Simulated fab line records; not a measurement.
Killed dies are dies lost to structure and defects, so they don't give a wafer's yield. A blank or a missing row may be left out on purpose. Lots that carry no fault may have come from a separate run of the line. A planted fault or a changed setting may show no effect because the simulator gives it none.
fab line records	flow sky130
[record] lots = 14	wafers = 42	last_day = 50
route steps=708 shown FIELD_ISO@28 LDD_N@239 LDD_P@266 LDD_HVN@277 LOCAL_INTERCONNECT@398 CONTACT@421
lots that met no fault: from a run of the same line without faults
start_h: the number of hours between the record's first day and the start of the first shown wafer of the lot	wait_h: hours from the lot's prior step to this one	" unchanged from the row above	L1.1+2: one row covering several wafers at once	- either no value or no given start	* or withheld: withheld	< > ~ a bound
route shown NAME@n: names a module that has steps shown in the file, with the first one's number in the route	usual: mean/standard deviation taken from wafers without a fault	same: alike in all rows	chamber/n: place in a boat	sites: per-site readings	_std_site: their standard deviation	_edge_site: the outer-site mean with the inner-site mean subtracted	radius_mm: for every site, how far away it sits from the centre of the wafer	mask NAME#n: copy n	behind: the tool/chamber that last shaped the wafer	hold: the reason the lot was held/the length of the hold in hours/how it ended	device: names the non-switching transistor (n, p or np)	end of line: the route-end tests of the same wafers	for a step that has no rows: nothing shown but its recipe	killed: count of dies lost to structure and defects at first sort (not the wafer's yield)	map: dies across one wafer; x = killed, . = not, _ = none there
set.NAME: the setting as run; set.NAME@STEP: as run at that earlier step	model.NAME: the simulator's own value behind a step, which no gauge read
one table for each step of the route and one row for each wafer, over a sample of lots
services: the hour from which a tool's chamber was out of use, counted from the record's first day as start_h (under 0 if before that day), plus the number of hours and why
[[steps]]
[step SKY_FIELD_ISO_CMP_27]
[recipe] stop_on = Si3N4	t_overpolish_s = 16	down_force_psi = 4	platen_rpm = 60	target_thk_nm = 457.8	pad_velocity_m_s = 0.94248
[usual] motor_current_A = 12.3/0.59	overpolish_run_s = 16.000/0.0099	time_to_endpoint_s = 115/4.3
lot.wafer	tool	chamber	start_h	wait_h	motor_current_A	overpolish_run_s	time_to_endpoint_s
L945.3	cmp-01	0	33.40	0.1	11.7	16.019	117
L945.4	"	1	"	"	11.4	15.981	116
L945.5	"	3	"	"	13.0	16.011	111
L947.1	cmp-01	1	43.13	0.0	12.5	15.986	113
L947.6	"	1	"	"	11.5	16.013	115
L947.5	"	2	"	"	11.6	15.984	113
L950.2	cmp-02	3	57.42	0.1	12.8	16.012	110
L950.1	"	0	"	"	11.7	15.997	112
L950.6	"	1	"	"	11.8	16.001	113
L951.4	cmp-02	3	62.67	0.0	12.9	15.991	114
L951.1	"	0	"	"	12.5	15.996	118
L951.5	"	3	"	"	13.0	16.012	110
L952.3	cmp-02	1	70.80	0.1	12.0	16.000	120
L952.1	"	2	"	"	12.4	16.014	112
L952.5	"	3	"	"	13.4	16.008	113
L954.2	cmp-02	3	80.76	0.0	12.6	16.019	113
L954.3	"	0	"	"	12.2	16.001	116
L954.1	"	1	"	"	11.7	15.991	115
L958.2	cmp-02	0	100.88	0.1	11.9	16.007	114
L958.4	"	1	"	"	12.5	15.995	115
L958.6	"	3	"	"	12.9	16.010	106
L959.4	cmp-02	1	105.23	0.0	12.3	15.997	116
L959.3	"	3	"	"	13.3	15.990	112
L959.6	"	1	"	"	13.0	16.003	116
L961.3	cmp-02	2	127.20	0.0	12.7	15.985	110
L961.2	"	3	"	"	13.5	15.999	110
L961.4	"	1	"	"	12.4	15.996	115
L962.4	cmp-01	3	127.20	0.0	13.4	15.995	112
L962.1	"	1	"	"	11.7	16.001	120
L962.2	"	2	"	"	11.7	16.001	113
L963.3	cmp-01	2	130.36	0.1	12.0	15.988	114
L963.5	"	3	"	"	12.6	16.015	107
L963.6	"	0	"	"	12.0	16.004	117
L964.2	cmp-02	0	134.15	0.1	12.1	15.987	114
L964.3	"	1	"	"	11.9	15.996	116
L964.5	"	3	"	"	12.7	15.996	111
L965.3	cmp-02	1	138.75	0.1	11.7	15.998	124
L965.4	"	2	"	"	12.6	16.001	118
L965.6	"	0	"	"	11.8	15.992	121
L968.4	cmp-02	2	158.89	0.0	12.1	15.995	110
L968.1	"	3	"	"	13.2	16.005	113
L968.2	"	1	"	"	11.9	16.014	120
[step SKY_LDD_N_COAT_02]
[recipe] resist = NOVOLAK	spin_rpm = 3000	resist_thk_nm = 300
[usual] chill_plate_temp_C = 22.99/0.1	dispense_pressure_kPa = 48/3.9
lot.wafer	tool	chamber	start_h	wait_h	chill_plate_temp_C	dispense_pressure_kPa
L945.3	litho_track-03	0	389.87	0.1	23.02	51
L945.4	"	0	"	"	23.05	51
L945.5	"	0	"	"	23.09	51
L947.1	litho_track-01	0	404.69	0.1	23.05	43
L947.5	"	0	"	"	22.81	43
L947.6	"	0	"	"	23.00	43
L951.1	litho_track-03	0	433.87	0.1	22.85	51
L951.4	"	0	"	"	22.73	51
L951.5	"	0	"	"	22.88	51
L950.1	litho_track-03	0	434.47	0.1	22.95	51
L950.2	"	0	"	"	22.88	51
L950.6	"	0	"	"	22.94	51
L952.1	litho_track-03	-	461.27	0.1	-	-
L952.3	"	-	"	"	-	-
L952.5	"	-	"	"	-	-
L954.1	litho_track-03	-	473.32	0.1	-	-
L954.2	"	-	"	"	-	-
L954.3	"	-	"	"	-	-
L958.2	litho_track-03	0	504.64	0.1	22.97	51
L958.4	"	0	"	"	23.01	51
L958.6	"	0	"	"	22.88	51
L959.3	litho_track-01	0	515.38	0.1	22.82	43
L959.4	"	0	"	"	23.05	43
L959.6	"	0	"	"	23.01	43
L962.1	litho_track-02	0	550.59	0.1	23.10	51
L962.2	"	0	"	"	23.08	51
L962.4	"	0	"	"	23.09	51
L961.2	litho_track-03	0	552.09	0.1	23.05	51
L961.3	"	0	"	"	23.01	51
L961.4	"	0	"	"	22.97	51
L963.3	litho_track-03	0	554.87	0.1	23.09	51
L963.5	"	0	"	"	23.04	51
L963.6	"	0	"	"	22.98	51
L964.2	litho_track-01	0	556.16	0.1	22.94	43
L964.3	"	0	"	"	22.97	43
L964.5	"	0	"	"	22.88	43
L965.3	litho_track-02	0	562.69	0.1	23.03	51
L965.4	"	0	"	"	23.12	51
L965.6	"	0	"	"	23.07	51
L968.1	litho_track-03	0	587.37	0.1	22.98	51
L968.2	"	0	"	"	22.94	51
L968.4	"	0	"	"	22.90	51
[step SKY_LDD_N_OVL_MEAS_07]
[usual] LDD_N_OVL = 0.4/1.7
lot.wafer	tool	chamber	start_h	wait_h	LDD_N_OVL[nm]
L945.3	overlay-01	-	402.51	0.1	2.0
L945.4	"	-	"	"	4.1
L945.5	"	-	"	"	1.1
L947.1	overlay-01	-	420.74	0.1	1.6
L947.5	"	-	"	"	1.5
L947.6	"	-	"	"	1.6
L951.1	overlay-02	-	451.34	0.1	1.9
L951.4	"	-	"	"	1.9
L951.5	"	-	"	"	1.5
L950.1	overlay-01	-	451.64	0.1	-0.4
L950.2	"	-	"	"	-0.9
L950.6	"	-	"	"	0.6
L952.1	overlay-01	-	476.47	0.1	-
L952.3	"	-	"	"	-
L952.5	"	-	"	"	-
L954.1	overlay-02	-	488.54	0.1	-
L954.2	"	-	"	"	-
L954.3	"	-	"	"	-
L958.2	overlay-02	-	519.89	0.1	1.1
L958.4	"	-	"	"	0.2
L958.6	"	-	"	"	2.3
L959.3	overlay-02	-	529.75	0.1	0.4
L959.4	"	-	"	"	1.7
L959.6	"	-	"	"	1.1
L962.1	overlay-01	-	564.77	0.1	1.9
L962.2	"	-	"	"	1.4
L962.4	"	-	"	"	0.3
L961.2	overlay-02	-	566.49	0.1	-4.6
L961.3	"	-	"	"	-4.2
L961.4	"	-	"	"	-2.1
L963.3	overlay-02	-	569.40	0.1	-0.3
L963.5	"	-	"	"	1.3
L963.6	"	-	"	"	-2.1
L964.2	overlay-02	-	571.10	0.1	0.7
L964.3	"	-	"	"	0.6
L964.5	"	-	"	"	1.6
L965.3	overlay-02	-	578.73	0.1	1.4
L965.4	"	-	"	"	0.7
L965.6	"	-	"	"	0.0
L968.1	overlay-01	-	602.47	0.1	1.2
L968.2	"	-	"	"	-0.2
L968.4	"	-	"	"	-0.4
[step SKY_LDD_P_TW_MEAS_11]
[usual] LDD_P_TW = 639/6.9
lot.wafer	tool	chamber	start_h	wait_h	LDD_P_TW
L945.3	film_metro-01	-	433.43	0.1	652
L945.4	"	-	"	"	650
L945.5	"	-	"	"	647
L947.1	film_metro-03	-	453.41	0.1	637
L947.5	"	-	"	"	638
L947.6	"	-	"	"	632
L951.1	film_metro-04	-	482.42	0.1	647
L951.4	"	-	"	"	649
L951.5	"	-	"	"	648
L950.1	film_metro-03	-	482.71	0.1	632
L950.2	"	-	"	"	631
L950.6	"	-	"	"	631
L952.1	film_metro-03	-	508.35	0.1	2589
L952.3	"	-	"	"	2586
L952.5	"	-	"	"	2583
L954.1	film_metro-04	-	520.07	0.1	2639
L954.2	"	-	"	"	2638
L954.3	"	-	"	"	2624
L958.2	film_metro-03	-	552.20	0.1	632
L958.4	"	-	"	"	637
L958.6	"	-	"	"	636
L959.3	film_metro-03	-	561.89	0.1	637
L959.4	"	-	"	"	635
L959.6	"	-	"	"	637
L962.1	film_metro-01	-	595.17	0.1	644
L962.2	"	-	"	"	642
L962.4	"	-	"	"	645
L961.2	film_metro-04	-	597.85	0.1	649
L961.3	"	-	"	"	649
L961.4	"	-	"	"	645
L963.3	film_metro-01	-	599.87	0.1	647
L963.5	"	-	"	"	645
L963.6	"	-	"	"	641
L964.2	film_metro-03	-	601.41	0.1	639
L964.3	"	-	"	"	637
L964.5	"	-	"	"	638
L965.3	film_metro-03	-	609.19	0.1	638
L965.4	"	-	"	"	638
L965.6	"	-	"	"	639
L968.1	film_metro-03	-	632.04	0.1	635
L968.2	"	-	"	"	636
L968.4	"	-	"	"	636
[step SKY_LDD_HVN_TW_MEAS_10]
[usual] LDD_HVN_TW = 1436/12
lot.wafer	tool	chamber	start_h	wait_h	LDD_HVN_TW
L945.3	film_metro-01	-	464.12	0.1	1446
L945.4	"	-	"	"	1441
L945.5	"	-	"	"	1451
L947.1	film_metro-03	-	483.59	0.1	1426
L947.5	"	-	"	"	1428
L947.6	"	-	"	"	1423
L951.1	film_metro-02	-	512.73	0.1	1416
L951.4	"	-	"	"	1414
L951.5	"	-	"	"	1425
L950.1	film_metro-03	-	513.13	0.1	1437
L950.2	"	-	"	"	1432
L950.6	"	-	"	"	1433
L952.1	film_metro-01	-	538.63	0.1	2724
L952.3	"	-	"	"	2732
L952.5	"	-	"	"	2726
L954.1	film_metro-02	-	550.73	0.1	2666
L954.2	"	-	"	"	2676
L954.3	"	-	"	"	2679
L958.2	film_metro-02	-	581.64	0.1	1422
L958.4	"	-	"	"	1423
L958.6	"	-	"	"	1420
L959.3	film_metro-02	-	590.80	0.1	1425
L959.4	"	-	"	"	1425
L959.6	"	-	"	"	1424
L962.1	film_metro-01	-	623.85	0.1	1451
L962.2	"	-	"	"	1452
L962.4	"	-	"	"	1451
L961.2	film_metro-03	-	626.16	0.1	1435
L961.3	"	-	"	"	1428
L961.4	"	-	"	"	1429
L963.3	film_metro-01	-	629.27	0.1	1454
L963.5	"	-	"	"	1446
L963.6	"	-	"	"	1449
L964.2	film_metro-01	-	629.86	0.1	1454
L964.3	"	-	"	"	1449
L964.5	"	-	"	"	1450
L965.3	film_metro-03	-	638.02	0.1	1431
L965.4	"	-	"	"	1435
L965.6	"	-	"	"	1440
L968.1	film_metro-03	-	659.65	0.1	1428
L968.2	"	-	"	"	1438
L968.4	"	-	"	"	1431
[step SKY_LOCAL_INTERCONNECT_CD_MEAS_11]
[recipe] target_cd_nm = 170
[usual] cd_nm = 170.2/1.6
lot.wafer	tool	chamber	start_h	wait_h	cd_nm
L945.3	cd_sem-02	-	705.01	-	169.4
L945.4	"	-	"	"	168.7
L945.5	"	-	"	"	170.0
L947.1	cd_sem-01	-	720.34	-	169.4
L947.5	"	-	"	"	169.3
L947.6	"	-	"	"	170.5
L951.1	cd_sem-01	-	747.94	-	171.6
L951.4	"	-	"	"	170.0
L951.5	"	-	"	"	170.6
L950.1	cd_sem-02	-	748.94	-	169.6
L950.2	"	-	"	"	172.0
L950.6	"	-	"	"	169.8
L952.1	cd_sem-02	-	772.92	-	173.2
L952.3	"	-	"	"	171.4
L952.5	"	-	"	"	173.3
L954.1	cd_sem-02	-	785.64	-	167.9
L954.2	"	-	"	"	168.5
L954.3	"	-	"	"	166.4
L958.2	cd_sem-02	-	808.96	-	171.0
L958.4	"	-	"	"	172.1
L958.6	"	-	"	"	172.2
L959.3	cd_sem-02	-	821.71	-	170.5
L959.4	"	-	"	"	171.1
L959.6	"	-	"	"	170.5
L962.1	cd_sem-01	-	851.60	-	172.1
L962.2	"	-	"	"	173.0
L962.4	"	-	"	"	171.7
L961.2	cd_sem-02	-	853.37	-	170.7
L961.3	"	-	"	"	169.6
L961.4	"	-	"	"	169.9
L963.3	cd_sem-02	-	854.13	-	170.8
L963.5	"	-	"	"	172.1
L963.6	"	-	"	"	172.9
L964.2	cd_sem-01	-	856.06	-	170.9
L964.3	"	-	"	"	171.5
L964.5	"	-	"	"	171.7
L965.3	cd_sem-02	-	861.11	-	171.1
L965.4	"	-	"	"	169.8
L965.6	"	-	"	"	170.2
L968.1	cd_sem-01	-	883.19	-	170.4
L968.2	"	-	"	"	170.3
L968.4	"	-	"	"	169.4
[step SKY_CONTACT_OVL_MEAS_15]
[usual] CONTACT_OVL = -1/6
lot.wafer	tool	chamber	start_h	wait_h	CONTACT_OVL[nm]
L945.3	overlay-02	-	734.47	0.1	-1
L945.4	"	-	"	"	-7
L945.5	"	-	"	"	0
L947.1	overlay-02	-	749.67	0.1	2
L947.5	"	-	"	"	0
L947.6	"	-	"	"	0
L951.1	overlay-01	-	776.37	0.1	14
L951.4	"	-	"	"	5
L951.5	"	-	"	"	6
L950.1	overlay-02	-	777.82	0.1	10
L950.2	"	-	"	"	-1
L950.6	"	-	"	"	1
L952.1	overlay-02	-	801.57	0.1	-10
L952.3	"	-	"	"	-8
L952.5	"	-	"	"	-7
L954.1	overlay-01	-	814.86	0.1	-5
L954.2	"	-	"	"	0
L954.3	"	-	"	"	-7
L958.2	overlay-01	-	837.18	0.1	-11
L958.4	"	-	"	"	-8
L958.6	"	-	"	"	-21
L959.3	overlay-02	-	849.98	0.1	1
L959.4	"	-	"	"	1
L959.6	"	-	"	"	4
L962.1	overlay-02	-	879.02	0.1	-2
L962.2	"	-	"	"	-6
L962.4	"	-	"	"	-2
L961.2	overlay-02	-	881.26	0.1	-8
L961.3	"	-	"	"	0
L961.4	"	-	"	"	3
L963.3	overlay-02	-	882.03	0.1	-2
L963.5	"	-	"	"	-9
L963.6	"	-	"	"	3
L964.2	overlay-02	-	883.63	0.1	-4
L964.3	"	-	"	"	-7
L964.5	"	-	"	"	-3
L965.3	overlay-01	-	887.88	0.1	-1
L965.4	"	-	"	"	-6
L965.6	"	-	"	"	-6
L968.1	overlay-01	-	910.12	0.1	-4
L968.2	"	-	"	"	1
L968.4	"	-	"	"	2
[[services]]
tool	chamber	start_h	hours	kind
cmp-01	-	18.02	1.4	repair
cmp-02	-	49.60	0.6	repair
cmp-01	-	64.29	4.0	pm
cmp-01	-	102.09	2.3	pm
cmp-02	-	115.27	0.8	repair
cmp-01	-	145.53	0.7	repair
cmp-02	-	229.87	0.9	repair
cmp-01	-	231.30	3.7	repair
cmp-02	-	232.26	4.0	pm
cmp-01	-	246.61	0.2	repair
cmp-02	-	273.26	2.9	repair
cmp-02	-	274.46	0.2	repair
cmp-02	-	283.44	0.9	repair
cmp-02	-	288.05	5.6	pm
cmp-01	-	328.06	4.0	pm
cmp-02	-	344.93	35.0	repair
cmp-02	-	380.53	8.6	repair
cmp-02	-	392.99	11.3	pm
cmp-02	-	402.32	11.4	repair
cmp-02	-	413.70	5.1	pm
cmp-02	-	459.58	0.6	repair
cmp-02	-	555.76	0.3	repair
cmp-02	-	572.26	4.0	pm
cmp-02	-	578.71	0.6	repair
[[key]]
[first_sign] step = SKY_LDD_N_COAT_02	reading = tool_record	direction = missing
[effect] step = SKY_LDD_N_OVL_MEAS_07	reading = LDD_N_OVL	direction = missing
[effect] step = SKY_LDD_P_TW_MEAS_11	reading = LDD_P_TW	direction = up	sigmas = 99+	usual = 639	struck = 2610
[effect] step = SKY_LDD_HVN_TW_MEAS_10	reading = LDD_HVN_TW	direction = up	sigmas = 99+	usual = 1436	struck = 2700
met_at SKY_LDD_N_COAT_02
struck_lots L952,L954
sort_left_out L952.1,L952.3,L952.5,L954.1,L954.2,L954.3
tester_left_out L952,L954
not_acting_at SKY_FIELD_ISO_CMP_27,SKY_LOCAL_INTERCONNECT_CD_MEAS_11,SKY_CONTACT_OVL_MEAS_15
onset_between 434.47 461.27
[fault] kind = skipped_step_whole	tool = litho_track-03	chamber = -	onset_h = 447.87	steps = SKY_LDD_N_COAT_02	scope = struck_lots_only
// tester_left_out: of these lots the tester's yield and bins aren't shown, on N5 and GAA mostly nor the transistor test; their killed dies are dies lost to structure and defects alone, not to doping, threshold or leakage, so they don't give the yield
// sort_left_out: the simulated sort isn't trusted on such a fault, so these wafers' sort isn't shown, and their yield isn't known
